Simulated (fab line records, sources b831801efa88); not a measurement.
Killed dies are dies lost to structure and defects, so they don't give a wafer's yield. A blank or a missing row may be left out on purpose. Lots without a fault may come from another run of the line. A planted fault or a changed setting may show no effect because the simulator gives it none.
Chamber matching | flow sky130 | SKY_VIA2_CMP_02 on cmp-01: 4 sister chambers
The step polishes SiO2. 4 wafers are shown with their chamber, then 8 later ones without.

WAFERS WITH THEIR CHAMBER
wafer  | chamber | motor_current_A (A)
L079.5 | 2       | 14.2
L081.5 | 1       | 10.3
L081.6 | 0       | 9.7
L090.2 | 3       | 10.6

WAFERS WITHOUT THEIR CHAMBER
wafer  | motor_current_A (A)
L090.4 | 14.0
L090.5 | 10.5
L092.2 | 9.8
L092.4 | 12.9
L092.6 | 13.7
L097.1 | 10.9
L097.2 | 11.6
L097.5 | 10.4

WHICH CHAMBER EACH WENT THROUGH
wafer  | from the rows above          | in truth
L090.4 | 2                            | 2
L090.5 | can't be placed: 3 or 1 or 0 | 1
L092.2 | can't be placed: 0 or 1 or 3 | 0
L092.4 | can't be placed: 2 or 3      | 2
L092.6 | 2                            | 2
L097.1 | can't be placed: 3 or 1 or 0 | 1
L097.2 | can't be placed: 3 or 1 or 0 | 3
L097.5 | can't be placed: 1 or 3 or 0 | 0
Placed correctly: 2 of 8. Can't be placed from these rows: 6 (the true chamber is among the candidates in 6). Placed wrongly: 0.
How it was worked out, from the rows above alone: a wafer's distance from a chamber is the root of the sum, over the readings, of the square of ((its reading less the chamber's mean) divided by the reading's scatter). The wafer belongs to the nearest chamber; if the next one is less than 2 further off, it can't be placed. A chamber's mean is the mean of its shown wafers. The scatter: with one shown wafer a chamber, the root of the mean of the squares of how far each hidden wafer lies from its nearest shown one.
